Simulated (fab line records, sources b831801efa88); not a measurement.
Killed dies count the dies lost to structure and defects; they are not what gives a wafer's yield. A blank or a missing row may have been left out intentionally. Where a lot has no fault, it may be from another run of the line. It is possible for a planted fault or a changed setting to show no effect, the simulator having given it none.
The tool behind it: which one? + flow gf180mcu + Sampling: 13 lots, 39 wafers, 3 of 602 route steps

## WHAT THE GAUGES SHOWED, per wafer
GF_M3_CD_MEAS_14: target cd 280 nm.
| lot  | measured     | on        | cd-nm (nm)        |
|------|--------------|-----------|-------------------|
| L634 | day 22 00:49 | cd-sem-01 | 280.0 280.6 280.1 |
| L635 | day 22 07:04 | cd-sem-01 | 279.2 279.1 278.9 |
| L639 | day 23 23:47 | cd-sem-01 | 281.0 280.1 279.3 |
| L645 | day 25 22:40 | cd-sem-02 | 280.8 280.4 280.3 |
| L647 | day 26 19:32 | cd-sem-01 | 278.8 279.9 280.0 |
| L648 | day 27 00:34 | cd-sem-01 | 279.5 279.0 278.9 |
| L649 | day 27 10:53 | cd-sem-01 | 278.2 278.8 278.7 |
| L650 | day 27 17:58 | cd-sem-01 | 277.8 280.7 279.0 |
| L651 | day 27 18:35 | cd-sem-01 | 278.4 278.4 280.3 |
| L652 | day 28 02:23 | cd-sem-01 | 280.1 281.1 280.8 |
| L653 | day 28 10:43 | cd-sem-02 | 280.7 281.0 282.5 |
| L654 | day 28 18:29 | cd-sem-02 | 279.8 279.1 279.0 |
| L655 | day 29 01:13 | cd-sem-02 | 280.6 278.9 280.5 |

## WHAT TOOL EACH LOT RAN ON (gives the tool, then ch and the chambers of the sampled wafers, and finally the start)
| lot  | GF_V2_SPUTTER_21             | GF_M3_SPUTTER_01             |
|------|------------------------------|------------------------------|
| L634 | pvd-sputter-04, day 21 00:05 | pvd-sputter-03, day 21 01:04 |
| L635 | pvd-sputter-03, day 21 06:46 | pvd-sputter-02, day 21 07:34 |
| L639 | pvd-sputter-03, day 23 00:04 | pvd-sputter-04, day 23 00:52 |
| L645 | pvd-sputter-03, day 25 00:50 | pvd-sputter-04, day 25 01:38 |
| L647 | pvd-sputter-01, day 25 21:43 | pvd-sputter-03, day 25 22:30 |
| L648 | pvd-sputter-03, day 26 02:41 | pvd-sputter-04, day 26 03:28 |
| L649 | pvd-sputter-03, day 26 13:52 | pvd-sputter-04, day 26 14:39 |
| L650 | pvd-sputter-03, day 26 20:36 | pvd-sputter-04, day 26 21:24 |
| L651 | pvd-sputter-01, day 26 22:01 | pvd-sputter-02, day 26 22:50 |
| L652 | pvd-sputter-03, day 27 05:34 | pvd-sputter-04, day 27 06:22 |
| L653 | pvd-sputter-03, day 27 13:31 | pvd-sputter-02, day 27 14:19 |
| L654 | pvd-sputter-04, day 27 21:50 | pvd-sputter-03, day 27 22:38 |
| L655 | pvd-sputter-01, day 28 04:50 | pvd-sputter-04, day 28 06:18 |
- GF_V2_SPUTTER_21: material Ti, target thk 15 nm, time 80.02 s.
- GF_M3_SPUTTER_01: material TiN, target thk 30 nm, time 25 s.

## WHAT THE TOOLS THEMSELVES READ (means of the sampled wafers that have a number; where no wafer has one, the mark that the record gives instead)
GF_V2_SPUTTER_21.
| lot  | tool           | throttle-valve-pct (%) |
|------|----------------|------------------------|
| L634 | pvd-sputter-04 | 29.3                   |
| L635 | pvd-sputter-03 | 30.1                   |
| L639 | pvd-sputter-03 | 29.3                   |
| L645 | pvd-sputter-03 | 29.2                   |
| L647 | pvd-sputter-01 | 30.3                   |
| L648 | pvd-sputter-03 | 30.2                   |
| L649 | pvd-sputter-03 | 30.0                   |
| L650 | pvd-sputter-03 | 30.1                   |
| L651 | pvd-sputter-01 | 30.4                   |
| L652 | pvd-sputter-03 | 30.3                   |
| L653 | pvd-sputter-03 | 30.0                   |
| L654 | pvd-sputter-04 | 28.9                   |
| L655 | pvd-sputter-01 | 29.3                   |

GF_M3_SPUTTER_01.
| lot  | tool           | throttle-valve-pct (%) |
|------|----------------|------------------------|
| L634 | pvd-sputter-03 | 29.7                   |
| L635 | pvd-sputter-02 | 30.9                   |
| L639 | pvd-sputter-04 | 29.1                   |
| L645 | pvd-sputter-04 | 28.8                   |
| L647 | pvd-sputter-03 | 29.6                   |
| L648 | pvd-sputter-04 | 29.3                   |
| L649 | pvd-sputter-04 | 29.2                   |
| L650 | pvd-sputter-04 | 28.7                   |
| L651 | pvd-sputter-02 | 31.2                   |
| L652 | pvd-sputter-04 | 29.7                   |
| L653 | pvd-sputter-02 | 30.3                   |
| L654 | pvd-sputter-03 | 30.8                   |
| L655 | pvd-sputter-04 | 29.1                   |

## THE ANSWER, worked out from the rows above alone
Rule: the usual values come from the lots themselves. The widest of any qualifying gaps counts: lots, ordered by their means at a reading, are off when they make up no more than a third of the lots, leave a main group of 4 or more, and stand apart from it by 3 or more times the standard deviation of that group's means. The tables above print the reading to a certain number of digits; a main group whose means all agree to those digits is not used. A lot without any number at a reading at which 4 lots or more have one is off too. All remaining lots with rows at the step are treated as sound. First the gauges in route order, then the tools' own readings, where a lot's mean is used as printed above. At the first step where some lot is off, the reading lying furthest off is the one used; lots without a number count as furthest.
No lot is off at any reading shown: from this, nothing can be told.

## WHAT THE SIMULATOR HAD PUT IN
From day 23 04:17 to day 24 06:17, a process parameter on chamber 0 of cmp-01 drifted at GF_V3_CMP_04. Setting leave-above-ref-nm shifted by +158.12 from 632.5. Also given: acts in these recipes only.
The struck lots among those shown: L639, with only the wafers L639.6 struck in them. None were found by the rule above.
